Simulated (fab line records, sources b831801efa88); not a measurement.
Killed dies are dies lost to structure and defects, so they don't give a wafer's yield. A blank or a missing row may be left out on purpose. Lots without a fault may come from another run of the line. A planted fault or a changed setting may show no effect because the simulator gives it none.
A struck lot beside a sound one | flow gf180mcu | 20 steps out of a route of 602
Sound: wafers L684.1, L684.2, L684.5. Struck: wafer L701.6. (L701.4 of the same lot was not struck and is left out.) The cause comes at the end.
At each step with rows: each side's tool, then ch and its chambers, then its first start. Under that, the readings that differ: sound wafers | struck wafers | difference of the means | sigmas: that difference in standard deviations of wafers without a fault.
alike: readings whose means differ by less than 2 such deviations, and words and numbers that are the same on both sides. not compared: withheld readings, readings that some wafer has no value for, bounds like >300 that may hide the same value, and numbers for which the record gives no deviation and whose values overlap.
The two part at a step that has a row with sigmas, a row that says differs or no value, or rows on one side only. Numbers that don't overlap but have no deviation are shown without sigmas and don't part them. A reading that every wafer of one side lacks parts them only if that side has two wafers or more.

first, 1 step without rows for these wafers: GF_CONTACT_CVD_00 (deposits SiO2, target thk 300 nm, time 50 s).
GF_CONTACT_THK_MEAS_01:
  sound on film_metro-03, day 15 13:31; struck on film_metro-04, day 21 22:30
  alike: CONTACT_CVD_00_THK
GF_CONTACT_CVD_02: deposits SiO2 from TEOS, target thk 860 nm, time 95.992 s.
  sound on pecvd-02 ch 0,1, day 15 13:34; struck on pecvd-02 ch 0, day 21 22:34
  alike: heater_power_outer_w, heater_power_w, susceptor_temp_C
GF_CONTACT_THK_MEAS_03:
  sound on film_metro-01, day 15 13:38; struck on film_metro-01, day 21 22:38
  alike: CONTACT_CVD_02_THK
GF_CONTACT_CMP_04: polishes SiO2.
  sound on cmp-01 ch 1,2,3, day 15 13:42; struck on cmp-01 ch 3, day 21 22:40
  alike: motor_current_A, time_to_endpoint_s
GF_CONTACT_BOW_MEAS_05:
  sound on film_metro-01, day 15 14:00; struck on film_metro-03, day 21 23:01
  alike: CONTACT_BOW
then, 6 steps without rows for these wafers: GF_CONTACT_DEHYDRATE_06 (time 60 s); GF_CONTACT_HMDS_07 (prime time 60 s); GF_CONTACT_COAT_08; GF_CONTACT_COAT_09 (resist thk 1000 nm); GF_CONTACT_SOFTBAKE_10 (time 60 s); GF_CONTACT_EXPOSE_11 (exposes mask Contact, target cd 220 nm).
GF_CONTACT_PEB_12: peb time 90 s.
  sound on litho_track-01 ch 0, day 16 10:54; struck on litho_track-01 ch 0, day 22 22:36
  reading                  | sound             | struck | difference | sigmas
  heater_power_total_W (W) | 85.60 85.78 85.78 | 90.07  | +4.35      | +54
then, 1 step without rows for these wafers: GF_CONTACT_DEVELOP_13 (develop time 60 s).
GF_CONTACT_CD_MEAS_14: target cd 220 nm.
  sound on cd_sem-02, day 16 11:15; struck on cd_sem-01, day 22 22:55
  reading    | sound             | struck | difference | sigmas
  cd_nm (nm) | 219.1 218.8 218.7 | 215.8  | -3.1       | -3
GF_CONTACT_OVL_MEAS_15:
  sound on overlay-01, day 16 11:22; struck on overlay-01, day 22 22:59
  alike: CONTACT_OVL
GF_CONTACT_ETCH_16: etches BARC in N2/H2.
  sound on rie_diel-02 ch 1,2, day 16 11:25; struck on rie_diel-02 ch 3, day 22 23:01
  reading                  | sound             | struck | difference | sigmas
  model.CONTACT.cd_nm (nm) | 218.7 218.3 218.3 | 216.2  | -2.2       |
  alike: drypump_motor_current_A, oes_product_au, throttle_valve_pct
GF_CONTACT_ETCH_17: etches SiO2 in C4F8/O2/Ar, stops on CoSi2, target depth 860 nm.
  sound on rie_diel-02 ch 1,2; struck on rie_diel-02 ch 3
  reading                  | sound             | struck | difference | sigmas
  model.CONTACT.cd_nm (nm) | 219.3 218.5 218.7 | 216.7  | -2.1       |
  alike: oes_product_au
GF_CONTACT_STRIP_18: strips in O2/N2.
  sound on plasma_asher-01 ch 0,1, day 16 11:34; struck on plasma_asher-04 ch 0, day 22 23:12
  reading               | sound             | struck | difference | sigmas
  oes_product_au (a.u.) | 0.579 0.584 0.581 | 0.569  | -0.012     | -2
  alike: drypump_motor_current_A, heater_power_w
  not compared: rf_hours_counter_h
then, 1 step without rows for these wafers: GF_PASSIVATION_PROBE_99.

WHERE THEY PART
First at GF_CONTACT_PEB_12; last, within this record, at GF_CONTACT_STRIP_18.

WHY: what the simulator had put in
Process parameter drift: litho_track-01, from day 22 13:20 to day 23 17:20, at GF_CONTACT_PEB_12. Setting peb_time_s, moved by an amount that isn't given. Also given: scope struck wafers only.
